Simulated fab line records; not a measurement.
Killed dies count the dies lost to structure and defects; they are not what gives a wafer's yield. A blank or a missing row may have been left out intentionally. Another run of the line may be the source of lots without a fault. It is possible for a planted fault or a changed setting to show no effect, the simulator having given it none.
8D (eight disciplines) problem report, filled in by code / flow sky130 / the parts of the form that need people (team, actions taken, sign-off) are left out

1. WHAT IS WRONG
Wafers without a fault read 146.8 s, standard deviation 0.51; run_length_s at SKY_POLY_GATE_ETCH_15 reads a mean of 142.7 s on 3 wafers belonging to 2 lots. Measured from the usual mean, that is -8.0 standard deviations.
The step: etches BARC in N2/H2, stops on SiO2, time 118.5 s, target depth 110 nm.
First observed at day 21 18:53: wafer L583.1, on rie_diel-03. The record has a number at this step for 42 wafers belonging to 14 lots. Rule for "out" (also "out of limits"): further than 4 standard deviations from the usual mean. The other wafers with a number count as sound.

2. WHAT IT IS AND WHAT IT IS NOT
question=which readings at this step | is=run_length_s, oes_product_au | is not=chamber_pressure_mTorr, drypump_motor_current_A
question=which lots | is=L583, L584 | is not=L568, L569, L570, L571, L572, L574, L575, L576, L577, L578, L588, L590
question=which wafers of those lots | is=L583.1, L584.1, L584.5 | is not=L583.3, L583.4, L584.2
question=read on which tools | is=rie_diel-03 | is not=rie_diel-02, rie_diel-04
question=when | is=from day 21 18:53 | is not=up to then (32 sound wafers); but 7 sound wafers of L584, L588, L590 came after

3. WHAT RULES OUT EACH SUSPECT
Counting: a tool at a process step up to the reading stays a suspect if it ran every lot that is out. Sound lots after the first of them don't rule it out here, since some wafers of a struck lot are sound.
- rie_diel-03 at SKY_POLY_GATE_ETCH_15 (etches BARC in N2/H2, stops on SiO2, time 118.5 s, target depth 110 nm): kept. Ran every lot that is out, first one L583 (day 21 18:53); last sound lot up to then L578 (day 19 20:03). On those wafers its own readings are out: oes_product_au, run_length_s.
After counting, what remains is rie_diel-03 at SKY_POLY_GATE_ETCH_15.

4. THE CAUSE (what the simulator had put in)
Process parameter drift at SKY_POLY_GATE_ETCH_15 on rie_diel-03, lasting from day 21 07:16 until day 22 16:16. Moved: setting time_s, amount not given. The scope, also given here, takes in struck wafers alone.
Only this tool survived the counting.

5. THE CHAIN OF EFFECTS, in route order
Rows list readings where the struck wafers' mean (over those with a number) sits beyond 3 standard deviations from the usual. Only readings whose record carries a usual standard deviation are examined. hours: median over the lots of the time between each lot's start at the first step of this table that gives one and its start at this step. sigmas: the change, counted in usual standard deviations.
hours=0; step=SKY_POLY_GATE_ETCH_15; reading=oes_product_au; usual=0.716 a.u.; on struck wafers=0.743; change=+0.027; sigmas=+5.8
hours=0; step=SKY_POLY_GATE_ETCH_15; reading=run_length_s; usual=146.8 s; on struck wafers=142.7; change=-4.1; sigmas=-8.0
The process steps in it:
- SKY_POLY_GATE_ETCH_15: etches BARC in N2/H2, stops on SiO2, time 118.5 s, target depth 110 nm.

6. WHAT WOULD HAVE CAUGHT IT SOONER
In this record no reading fell out of limits until day 21 18:53, 12 hours after the fault had begun at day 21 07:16.
